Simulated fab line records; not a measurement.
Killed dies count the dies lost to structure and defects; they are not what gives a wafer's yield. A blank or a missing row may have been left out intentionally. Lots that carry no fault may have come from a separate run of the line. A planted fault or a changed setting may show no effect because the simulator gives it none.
The tool behind it: which one? / flow gf180mcu / 13 lots with 39 wafers sampled at 5 steps, on a route of 602 steps

== WHAT THE GAUGES READ, wafer by wafer ==
GF_MIM_THK_MEAS_06.
lot=L759; measured=day 25 02:27; on=filmMetro-02; MIM_CVD_05_THK (nm)=41.8 41.5 42.5
lot=L760; measured=day 25 16:29; on=filmMetro-03; MIM_CVD_05_THK (nm)=41.8 42.3 43.1
lot=L762; measured=day 26 06:02; on=filmMetro-03; MIM_CVD_05_THK (nm)=42.1 42.3 42.1
lot=L765; measured=day 27 08:17; on=filmMetro-02; MIM_CVD_05_THK (nm)=42.7 42.3 42.5
lot=L766; measured=day 27 10:51; on=filmMetro-01; MIM_CVD_05_THK (nm)=41.4 42.7 42.7
lot=L768; measured=day 28 04:17; on=filmMetro-02; MIM_CVD_05_THK (nm)=42.0 42.6 42.5
lot=L772; measured=day 29 14:29; on=filmMetro-03; MIM_CVD_05_THK (nm)=42.4 41.8 42.3
lot=L773; measured=day 29 15:32; on=filmMetro-02; MIM_CVD_05_THK (nm)=42.4 42.1 42.6
lot=L775; measured=day 30 06:39; on=filmMetro-03; MIM_CVD_05_THK (nm)=41.6 42.3 42.1
lot=L777; measured=day 30 15:43; on=filmMetro-03; MIM_CVD_05_THK (nm)=42.2 42.5 42.6
lot=L778; measured=day 31 00:14; on=filmMetro-01; MIM_CVD_05_THK (nm)=42.0 42.9 42.4
lot=L779; measured=day 31 06:11; on=filmMetro-02; MIM_CVD_05_THK (nm)=42.5 42.6 42.5
lot=L780; measured=day 31 09:27; on=filmMetro-01; MIM_CVD_05_THK (nm)=41.4 41.6 42.3

GF_M5_CD_MEAS_07: target cd 280 nm.
lot=L759; measured=day 26 21:07; on=cdSem-02; cdNm (nm)=281.7 281.8 281.1
lot=L760; measured=day 27 16:05; on=cdSem-01; cdNm (nm)=280.7 279.6 279.2
lot=L762; measured=day 27 22:27; on=cdSem-02; cdNm (nm)=280.7 279.7 279.9
lot=L765; measured=day 29 00:11; on=cdSem-01; cdNm (nm)=280.2 280.9 279.8
lot=L766; measured=day 29 02:38; on=cdSem-02; cdNm (nm)=280.9 280.5 281.6
lot=L768; measured=day 29 18:33; on=cdSem-01; cdNm (nm)=281.1 281.1 280.6
lot=L772; measured=day 31 03:16; on=cdSem-01; cdNm (nm)=279.5 280.4 279.6
lot=L773; measured=day 31 04:58; on=cdSem-02; cdNm (nm)=281.7 281.7 282.3
lot=L775; measured=day 31 18:25; on=cdSem-01; cdNm (nm)=276.0 277.0 276.9
lot=L777; measured=day 32 03:47; on=cdSem-02; cdNm (nm)=280.4 280.9 279.6
lot=L778; measured=day 32 10:04; on=cdSem-02; cdNm (nm)=279.4 277.5 279.2
lot=L779; measured=day 32 16:22; on=cdSem-01; cdNm (nm)=281.0 280.5 280.9
lot=L780; measured=day 32 19:09; on=cdSem-01; cdNm (nm)=281.3 281.5 280.1

GF_V5_THK_MEAS_03.
lot=L759; measured=day 26 22:10; on=filmMetro-02; V5_CVD_02_THK (nm)=1430 1428 1450
lot=L760; measured=day 27 17:36; on=filmMetro-01; V5_CVD_02_THK (nm)=1441 1439 1481
lot=L762; measured=day 27 23:30; on=filmMetro-02; V5_CVD_02_THK (nm)=1452 1449 1450
lot=L765; measured=day 29 01:14; on=filmMetro-04; V5_CVD_02_THK (nm)=1455 1256 1489
lot=L766; measured=day 29 03:47; on=filmMetro-02; V5_CVD_02_THK (nm)=1443 1458 1469
lot=L768; measured=day 29 19:36; on=filmMetro-04; V5_CVD_02_THK (nm)=1433 1242 1458
lot=L772; measured=day 31 04:21; on=filmMetro-01; V5_CVD_02_THK (nm)=1448 1439 1463
lot=L773; measured=day 31 06:02; on=filmMetro-04; V5_CVD_02_THK (nm)=1428 1451 1452
lot=L775; measured=day 31 19:28; on=filmMetro-01; V5_CVD_02_THK (nm)=1437 1474 1457
lot=L777; measured=day 32 04:49; on=filmMetro-01; V5_CVD_02_THK (nm)=1466 1446 1450
lot=L778; measured=day 32 11:08; on=filmMetro-04; V5_CVD_02_THK (nm)=1450 1456 1474
lot=L779; measured=day 32 17:25; on=filmMetro-04; V5_CVD_02_THK (nm)=1429 1445 1453
lot=L780; measured=day 32 20:20; on=filmMetro-04; V5_CVD_02_THK (nm)=1413 1438 1466

== EACH LOT AND THE TOOL THAT RAN IT (in order: tool; ch and the chambers of the sampled wafers; start) ==
lot=L759; GF_MIM_SPUTTER_09=pvdSputter-04, day 25 02:34; GF_V5_CVD_02=pecvd-03 ch 0,1, day 26 22:04
lot=L760; GF_MIM_SPUTTER_09=pvdSputter-03, day 25 16:36; GF_V5_CVD_02=pecvd-03 ch 0,1,2, day 27 17:29
lot=L762; GF_MIM_SPUTTER_09=pvdSputter-04, day 26 06:10; GF_V5_CVD_02=pecvd-01 ch 0,1,2, day 27 23:24
lot=L765; GF_MIM_SPUTTER_09=pvdSputter-04, day 27 08:24; GF_V5_CVD_02=pecvd-01 ch 0,1,2, day 29 01:07
lot=L766; GF_MIM_SPUTTER_09=pvdSputter-03, day 27 10:58; GF_V5_CVD_02=pecvd-03 ch 1,2, day 29 03:40
lot=L768; GF_MIM_SPUTTER_09=pvdSputter-04, day 28 04:25; GF_V5_CVD_02=pecvd-01 ch 1,2, day 29 19:30
lot=L772; GF_MIM_SPUTTER_09=pvdSputter-04, day 29 14:37; GF_V5_CVD_02=pecvd-03 ch 0,1, day 31 04:15
lot=L773; GF_MIM_SPUTTER_09=pvdSputter-04, day 29 15:40; GF_V5_CVD_02=pecvd-04 ch 0,1,2, day 31 05:56
lot=L775; GF_MIM_SPUTTER_09=pvdSputter-04, day 30 06:46; GF_V5_CVD_02=pecvd-03 ch 1,2, day 31 19:21
lot=L777; GF_MIM_SPUTTER_09=pvdSputter-04, day 30 15:49; GF_V5_CVD_02=pecvd-01 ch 0,1,2, day 32 04:44
lot=L778; GF_MIM_SPUTTER_09=pvdSputter-04, day 31 00:21; GF_V5_CVD_02=pecvd-03 ch 1,2, day 32 11:02
lot=L779; GF_MIM_SPUTTER_09=pvdSputter-03, day 31 06:17; GF_V5_CVD_02=pecvd-04 ch 0,1,2, day 32 17:20
lot=L780; GF_MIM_SPUTTER_09=pvdSputter-03, day 31 09:35; GF_V5_CVD_02=pecvd-03 ch 0,2, day 32 20:13
- GF_MIM_SPUTTER_09: material TiN, target thk 35 nm, time 29.2 s.
- GF_V5_CVD_02: deposits SiO2 from TEOS, target thk 1450 nm, time 163.28 s.

== AS READ BY THE TOOLS THEMSELVES (means over the sampled wafers that have a number; for cases with no such wafer, the mark the record gives instead) ==
GF_MIM_SPUTTER_09.
lot=L759; tool=pvdSputter-04; throttleValvePct (%)=30.6
lot=L760; tool=pvdSputter-03; throttleValvePct (%)=29.9
lot=L762; tool=pvdSputter-04; throttleValvePct (%)=30.2
lot=L765; tool=pvdSputter-04; throttleValvePct (%)=30.3
lot=L766; tool=pvdSputter-03; throttleValvePct (%)=29.9
lot=L768; tool=pvdSputter-04; throttleValvePct (%)=30.4
lot=L772; tool=pvdSputter-04; throttleValvePct (%)=29.9
lot=L773; tool=pvdSputter-04; throttleValvePct (%)=31.0
lot=L775; tool=pvdSputter-04; throttleValvePct (%)=30.5
lot=L777; tool=pvdSputter-04; throttleValvePct (%)=30.3
lot=L778; tool=pvdSputter-04; throttleValvePct (%)=30.4
lot=L779; tool=pvdSputter-03; throttleValvePct (%)=29.7
lot=L780; tool=pvdSputter-03; throttleValvePct (%)=29.7

GF_V5_CVD_02.
lot=L759; tool=pecvd-03; heaterPowerW (W)=675; rfFwdPowerW (W)=597.6
lot=L760; tool=pecvd-03; heaterPowerW (W)=641; rfFwdPowerW (W)=597.3
lot=L762; tool=pecvd-01; heaterPowerW (W)=694; rfFwdPowerW (W)=597.6
lot=L765; tool=pecvd-01; heaterPowerW (W)=708; rfFwdPowerW (W)=518.0
lot=L766; tool=pecvd-03; heaterPowerW (W)=469; rfFwdPowerW (W)=600.0
lot=L768; tool=pecvd-01; heaterPowerW (W)=704; rfFwdPowerW (W)=517.8
lot=L772; tool=pecvd-03; heaterPowerW (W)=623; rfFwdPowerW (W)=596.5
lot=L773; tool=pecvd-04; heaterPowerW (W)=574; rfFwdPowerW (W)=595.8
lot=L775; tool=pecvd-03; heaterPowerW (W)=495; rfFwdPowerW (W)=597.6
lot=L777; tool=pecvd-01; heaterPowerW (W)=671; rfFwdPowerW (W)=598.9
lot=L778; tool=pecvd-03; heaterPowerW (W)=531; rfFwdPowerW (W)=596.2
lot=L779; tool=pecvd-04; heaterPowerW (W)=635; rfFwdPowerW (W)=595.4
lot=L780; tool=pecvd-03; heaterPowerW (W)=580; rfFwdPowerW (W)=599.0

== THE ANSWER, worked out from the rows above alone ==
Rule: the lots themselves supply what counts as usual. Put in order of their means at a reading, lots are off if they are a third of the lots or fewer, leave a main group of 4 or more, and stand apart from it by a gap of 3 or more times the standard deviation of the main group's means; of several such gaps the widest counts. A main group is skipped when, at the precision printed for the reading in the tables above, its means are all equal. Also off: a lot with no number at a reading for which 4 or more lots have one. Any other lot the step has rows for is counted as sound. Order of review: gauges by route order, followed by the tools' own readings, for which a lot's mean as printed above is used. The first step at which some lot is off is used, and at that step the reading that is off furthest; a lot without a number counts as furthest.
Off: at GF_V5_THK_MEAS_03 (V5_CVD_02_THK), L765, L768. For the main group the mean is 1449 nm and the standard deviation 7.5.
A tool fits if, at a process step before that reading, it ran every lot that is off, and no sound lot after the first of them. The gauges at GF_V5_THK_MEAS_03 aren't tried: what is off there is off at GF_V5_CVD_02 too, on other tools, and a gauge's error can't cause that. No candidate that was tried fits.

== WHAT THE SIMULATOR PUT IN ==
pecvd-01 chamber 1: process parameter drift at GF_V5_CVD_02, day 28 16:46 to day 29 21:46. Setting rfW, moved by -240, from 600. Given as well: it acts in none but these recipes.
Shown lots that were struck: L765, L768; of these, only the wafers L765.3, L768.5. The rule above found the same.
